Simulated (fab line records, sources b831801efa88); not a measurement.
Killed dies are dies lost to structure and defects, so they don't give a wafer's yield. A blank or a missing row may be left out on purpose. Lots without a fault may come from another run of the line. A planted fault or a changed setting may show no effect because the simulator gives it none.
A struck lot beside a sound one | flow sky130 | 36 steps out of a route of 708
Sound: wafers L887.3, L887.5, L887.6. Struck: wafers L895.1, L895.2, L895.3. The cause comes at the end.
At each step with rows: each side's tool, then ch and its chambers, then its first start. Under that, the readings that differ: sound wafers | struck wafers | difference of the means | sigmas: that difference in standard deviations of wafers without a fault.
alike: readings whose means differ by less than 2 such deviations, and words and numbers that are the same on both sides. not compared: withheld readings, readings that some wafer has no value for, bounds like >300 that may hide the same value, and numbers for which the record gives no deviation and whose values overlap.
The two part at a step that has a row with sigmas, a row that says differs or no value, or rows on one side only. Numbers that don't overlap but have no deviation are shown without sigmas and don't part them. A reading that every wafer of one side lacks parts them only if that side has two wafers or more.

first, 9 steps without rows for these wafers: SKY_VT_ADJUST_NCORE_IMPLANT_09; SKY_VT_ADJUST_NCORE_STRIP_10 (strips in O2/N2); SKY_VT_ADJUST_HVTR_DEHYDRATE_00 (time 60 s); SKY_VT_ADJUST_HVTR_HMDS_01 (prime time 60 s); SKY_VT_ADJUST_HVTR_COAT_02 (resist thk 1140 nm); SKY_VT_ADJUST_HVTR_SOFTBAKE_03 (time 60 s); SKY_VT_ADJUST_HVTR_EXPOSE_04 (exposes mask HVTRM, target cd 380 nm); SKY_VT_ADJUST_HVTR_PEB_05; SKY_VT_ADJUST_HVTR_DEVELOP_06 (develop time 60 s).
SKY_VT_ADJUST_HVTR_IMPLANT_09:
  sound on implanter-04 ch 0, day 9 13:06; struck on implanter-01 ch 0, day 12 17:51
  reading                   | sound             | struck            | difference | sigmas
  implant_ion_amu           | 11 11 11          | 49 49 49          | +38        |
  model.implant.rp_nm (nm)  | 32.59 32.59 32.59 | 10.3 10.3 10.3    | -22.3      |
  model.implant.drp_nm (nm) | 17.11 17.11 17.11 | 6.005 6.005 6.005 | -11.105    |
  alike: end_station_pressure_torr
then, 1 step without rows for these wafers: SKY_VT_ADJUST_HVTR_STRIP_10 (strips in O2/N2).
SKY_VT_ADJUST_HVTR_TW_MEAS_11:
  sound on film_metro-02, day 9 13:19; struck on film_metro-01, day 12 18:06
  reading           | sound             | struck            | difference | sigmas
  VT_ADJUST_HVTR_TW | 207.6 208.4 209.4 | 304.5 304.8 304.7 | +96.2      | +48
then, 21 steps without rows for these wafers: SKY_VT_ADJUST_PCH_DEHYDRATE_00 (time 60 s); SKY_VT_ADJUST_PCH_HMDS_01 (prime time 60 s); SKY_VT_ADJUST_PCH_COAT_02 (resist thk 3000 nm); SKY_VT_ADJUST_PCH_SOFTBAKE_03; SKY_VT_ADJUST_PCH_EXPOSE_04 (exposes mask NWM, target cd 840 nm); SKY_VT_ADJUST_PCH_PEB_05; SKY_VT_ADJUST_PCH_DEVELOP_06 (develop time 60 s); SKY_VT_ADJUST_PCH_IMPLANT_08; SKY_VT_ADJUST_PCH_STRIP_09 (strips in O2/N2); SKY_SONOS_TUNNEL_DEHYDRATE_00 (time 60 s); SKY_SONOS_TUNNEL_HMDS_01 (prime time 60 s); SKY_SONOS_TUNNEL_COAT_02 (resist thk 1140 nm); SKY_SONOS_TUNNEL_SOFTBAKE_03 (time 60 s); SKY_SONOS_TUNNEL_EXPOSE_04 (exposes mask TUNM, target cd 410 nm); SKY_SONOS_TUNNEL_PEB_05; SKY_SONOS_TUNNEL_DEVELOP_06 (develop time 58.7 s); SKY_SONOS_TUNNEL_IMPLANT_09; SKY_SONOS_TUNNEL_WET_ETCH_10 (etches SiO2 in dHF, target depth 14 nm, time 280 s); SKY_SONOS_TUNNEL_STRIP_11 (strips in SPM, time 600 s); SKY_SONOS_TUNNEL_CLEAN_13 (cleans in dHF, time 20 s); SKY_SONOS_ONO_OXIDATION_00 (stabilise 600 s, purge 300 s, target thk 2.6 nm).
SKY_POLY_GATE_DEVELOP_12: develop time 60 s.
  sound on litho_track-04 ch 0; struck on litho_track-04 ch 0
  not compared: model.POLY_GATE.cd_nm
-- the record jumps here: 8 days lie between the struck wafers' starts before and after --
SKY_POLY_GATE_ETCH_17: etches poly-Si in HBr/Cl2, stops on SiO2, target depth 180 nm, time 70.5 s.
  sound on rie_si-02 ch 0,2,3, day 16 07:03; struck on rie_si-02 ch 0,2,3, day 20 10:13
  alike: chamber_pressure_mTorr, drypump_motor_current_A, oes_product_au, throttle_valve_pct
  not compared: rf_hours_counter_h, model.POLY_GATE.cd_nm
-- the record jumps here: 28 days lie between the struck wafers' starts before and after (it left off in module POLY_GATE and takes up again in module PAD_OPEN, whose first step shown is number 708 of the route) --
SKY_PAD_OPEN_PROBE_99:
  sound on prober-02, day 45 19:39; struck on prober-02, day 48 14:23
  reading                                   | sound             | struck          | difference | sigmas
  model.etest.pfet_01v8_mvt.drive_ua_um     | 152.8 152.2 151.1 | 132.1 135 133.3 | -18.6      |
  model.etest.res_poly.line_ohm_um          | 505.1 499.1 515.3 | 521 525.1 516.6 | +14        |
  model.etest.nfet_01v8_swapped.drive_ua_um | 497.7 496 499.1   | 492.2 495.9 493 | -3.9       |
  alike: killed_at_M0_to_M3, killed_at_M4_up, killed_at_contacts, killed_at_front_end, killed_at_other, killed_dies, killed_open, killed_short
  not compared: model.etest.pfet_01v8.r_on_ohm_um, model.etest.nfet_01v8.r_on_ohm_um, model.etest.sonos_uncharged.r_on_ohm_um, model.etest.nfet_01v8_lvt.drive_ua_um, model.etest.nfet_01v8.drive_ua_um

WHERE THEY PART
Only at SKY_VT_ADJUST_HVTR_TW_MEAS_11, within this record. Later steps at which nothing parts them and some readings are alike: SKY_POLY_GATE_ETCH_17, SKY_PAD_OPEN_PROBE_99.

WHY: what the simulator had put in
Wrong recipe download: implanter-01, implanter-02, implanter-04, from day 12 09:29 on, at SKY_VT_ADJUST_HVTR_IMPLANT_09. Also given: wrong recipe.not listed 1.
